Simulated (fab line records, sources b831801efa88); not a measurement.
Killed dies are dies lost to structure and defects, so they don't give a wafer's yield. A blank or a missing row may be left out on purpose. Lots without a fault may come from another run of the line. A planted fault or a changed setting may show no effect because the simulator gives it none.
A struck lot beside a sound one | flow sky130 | 43 steps out of a route of 708
Sound: wafers L990.3, L990.4, L990.6. Struck: wafer L103.4. (L103.1, L103.6 of the same lot were not struck and are left out.) The cause comes at the end.
At each step with rows: each side's tool, then ch and its chambers, then its first start. Under that, the readings that differ: sound wafers | struck wafers | difference of the means | sigmas: that difference in standard deviations of wafers without a fault.
alike: readings whose means differ by less than 2 such deviations, and words and numbers that are the same on both sides. not compared: withheld readings, readings that some wafer has no value for, bounds like >300 that may hide the same value, and numbers for which the record gives no deviation and whose values overlap.
The two part at a step that has a row with sigmas, a row that says differs or no value, or rows on one side only. Numbers that don't overlap but have no deviation are shown without sigmas and don't part them. A reading that every wafer of one side lacks parts them only if that side has two wafers or more.

SKY_VIA2_BOW_MEAS_03:
  sound on film_metro-01, day 37 04:19; struck on film_metro-01, day 41 05:40
  alike: VIA2_BOW
then, 8 steps without rows for these wafers: SKY_VIA2_DEHYDRATE_04 (time 60 s); SKY_VIA2_HMDS_05 (prime time 60 s); SKY_VIA2_COAT_06 (resist thk 60 nm); SKY_VIA2_COAT_07 (resist thk 450 nm); SKY_VIA2_SOFTBAKE_08 (time 90 s); SKY_VIA2_EXPOSE_09 (exposes mask VIM2, target cd 200 nm); SKY_VIA2_PEB_10; SKY_VIA2_DEVELOP_11 (develop time 60 s).
SKY_VIA2_CD_MEAS_12: target cd 200 nm.
  sound on cd_sem-02, day 38 05:48; struck on cd_sem-01, day 42 05:46
  alike: cd_nm
SKY_VIA2_OVL_MEAS_13:
  sound on overlay-01, day 38 05:53; struck on overlay-01, day 42 05:53
  reading       | sound   | struck | difference | sigmas
  VIA2_OVL (nm) | -1 -3 1 | 9      | +10        | +2
then, 1 step without rows for these wafers: SKY_VIA2_ETCH_14 (etches BARC in N2/H2, stops on SiO2, time 45.9 s, target depth 60 nm).
SKY_VIA2_ETCH_15: etches SiO2 in C4F8/O2/Ar, stops on TiN, target depth 546 nm, time 84 s.
  sound on rie_diel-04 ch 0,1, day 38 05:58; struck on rie_diel-03 ch 0, day 42 05:58
  alike: bias_w, oes_product_au
  not compared: rf_hours_counter_h
then, 6 steps without rows for these wafers: SKY_VIA2_STRIP_16 (strips in O2/N2); SKY_VIA2_STRIP_17 (strips in post etch residue remover, time 1200 s); SKY_VIA2_CLEAN_18 (cleans in IPA, time 180 s); SKY_VIA2_CLEAN_19 (cleans in O3/DIW); SKY_VIA2_SPUTTER_20 (material TiN, target thk 20 nm, time 80 s); SKY_VIA2_CVD_21 (deposits W, target thk 420 nm, time 126.4 s).
SKY_VIA2_RS_MEAS_22: measures by four-point-probe.
  sound on film_metro-04, day 38 06:51; struck on film_metro-04, day 42 06:48
  alike: VIA2_W_RS
SKY_VIA2_THK_MEAS_23: measures by xrf.
  sound on film_metro-04, day 38 06:57; struck on film_metro-04, day 42 06:55
  alike: VIA2_W_THK
SKY_VIA2_CMP_24: polishes, stops on SiO2, t overpolish 20 s, target thk 0 nm.
  sound on cmp-01 ch 0,3, day 38 06:59; struck on cmp-01 ch 0, day 42 07:02
  alike: motor_current_A, overpolish_run_s, time_to_endpoint_s
then, 3 steps without rows for these wafers: SKY_METAL3_SPUTTER_00 (material Ti, target thk 15 nm, time 10 s); SKY_METAL3_SPUTTER_01 (material TiN, target thk 20 nm, time 16.7 s); SKY_METAL3_SPUTTER_02 (material AlCu, target thk 735 nm, time 39.1 s).
SKY_METAL3_SPUTTER_03: material Ti, target thk 5 nm, time 3.3 s.
  sound on pvd_sputter-01, day 38 07:23; struck on pvd_sputter-01, day 42 07:22
  alike: throttle_valve_pct
then, 2 steps without rows for these wafers: SKY_METAL3_SPUTTER_04 (material TiN, target thk 70 nm, time 58.3 s); SKY_CAPM_CVD_00 (deposits SiO2, target thk 15.5 nm).
SKY_CAPM_THK_MEAS_01:
  sound on film_metro-01, day 38 07:29; struck on film_metro-04, day 42 07:28
  alike: CAPM_CVD_00_THK
SKY_CAPM_SPUTTER_02: material TiN, target thk 200 nm, time 166.7 s.
  sound on pvd_sputter-03, day 38 07:32; struck on pvd_sputter-03, day 42 07:32
  alike: throttle_valve_pct
SKY_CAPM_RS_MEAS_03: measures by four-point-probe.
  sound on film_metro-04, day 38 07:41; struck on film_metro-02, day 42 07:38
  alike: CAPM_TIN_RS
SKY_CAPM_THK_MEAS_04: measures by xrf.
  sound on film_metro-04, day 38 07:47; struck on film_metro-02, day 42 07:46
  alike: CAPM_TIN_THK
then, 7 steps without rows for these wafers: SKY_CAPM_DEHYDRATE_05 (time 60 s); SKY_CAPM_HMDS_06 (prime time 60 s); SKY_CAPM_COAT_07 (resist thk 1140 nm); SKY_CAPM_SOFTBAKE_08 (time 60 s); SKY_CAPM_EXPOSE_09 (exposes mask CAPM, target cd 1000 nm); SKY_CAPM_PEB_10; SKY_CAPM_DEVELOP_11 (develop time 60 s).
SKY_CAPM_OVL_MEAS_12:
  sound on overlay-01, day 39 07:34; struck on overlay-01, day 43 05:30
  alike: CAPM_OVL
SKY_CAPM_METAL_ETCH_13: etches TiN in Cl2/BCl3, stops on SiO2, target depth 220 nm, time 62.9 s.
  sound on rie_metal-03 ch 0,1, day 39 07:37; struck on rie_metal-01 ch 1, day 43 05:32
  reading    | sound             | struck | difference | sigmas
  bias_w (W) | 48.61 48.59 48.60 | 48.04  | -0.56      | -4
  alike: drypump_motor_current_A, oes_product_au, throttle_valve_pct
  not compared: rf_hours_counter_h
SKY_CAPM_STRIP_14: strips in O2/N2.
  sound on plasma_asher-03 ch 0,1, day 39 07:43; struck on plasma_asher-03 ch 0, day 43 05:37
  alike: drypump_motor_current_A, o2_flow_sccm, oes_product_au, strip_time_to_endpoint_s
  not compared: rf_hours_counter_h
-- the record jumps here: 7 days lie between the struck wafers' starts before and after (it left off in module CAPM and takes up again in module PAD_OPEN, whose first step shown is number 708 of the route) --
SKY_PAD_OPEN_PROBE_99:
  sound on prober-02, day 47 05:28; struck on prober-02, day 50 08:34
  reading                               | sound               | struck | difference | sigmas
  defect_limited_yield (%)              | 85.4 82.1 82.5      | 77.0   | -6.3       | -4
  killed_at_M0_to_M3                    | 34 44 41            | 76     | +36        | +5
  killed_at_M4_up                       | 2 3 1               | 6      | +4         | +2
  killed_dies                           | 72 88 86            | 113    | +31        | +4
  sort_bin_3_pad_short (%)              | 0.8 0.6 0.6         | 2.8    | +2.1       | +5
  sort_bin_5_function (%)               | 8.9 11.2 9.6        | 14.0   | +4.1       | +3
  sort_n_pass                           | 420 404 406         | 379    | -31        | -4
  sort_yield_pct (%)                    | 85.4 82.1 82.5      | 77.0   | -6.3       | -4
  model.etest.tester.sort_n_pass        | 420 404 406         | 379    | -31        |
  model.etest.tester.sort_yield_pct (%) | 85.37 82.11 82.52   | 77.03  | -6.30      |
  model.etest.tester.sort_bin_5_pct (%) | 8.943 11.18 9.553   | 14.02  | +4.13      |
  model.etest.tester.sort_bin_3_pct (%) | 0.813 0.6098 0.6098 | 2.846  | +2.168     |
  alike: killed_at_contacts, killed_at_front_end, killed_at_other, killed_open, killed_short, sort_bin_6_memory

WHERE THEY PART
First at SKY_VIA2_OVL_MEAS_13; last, within this record, at SKY_PAD_OPEN_PROBE_99.

WHY: what the simulator had put in
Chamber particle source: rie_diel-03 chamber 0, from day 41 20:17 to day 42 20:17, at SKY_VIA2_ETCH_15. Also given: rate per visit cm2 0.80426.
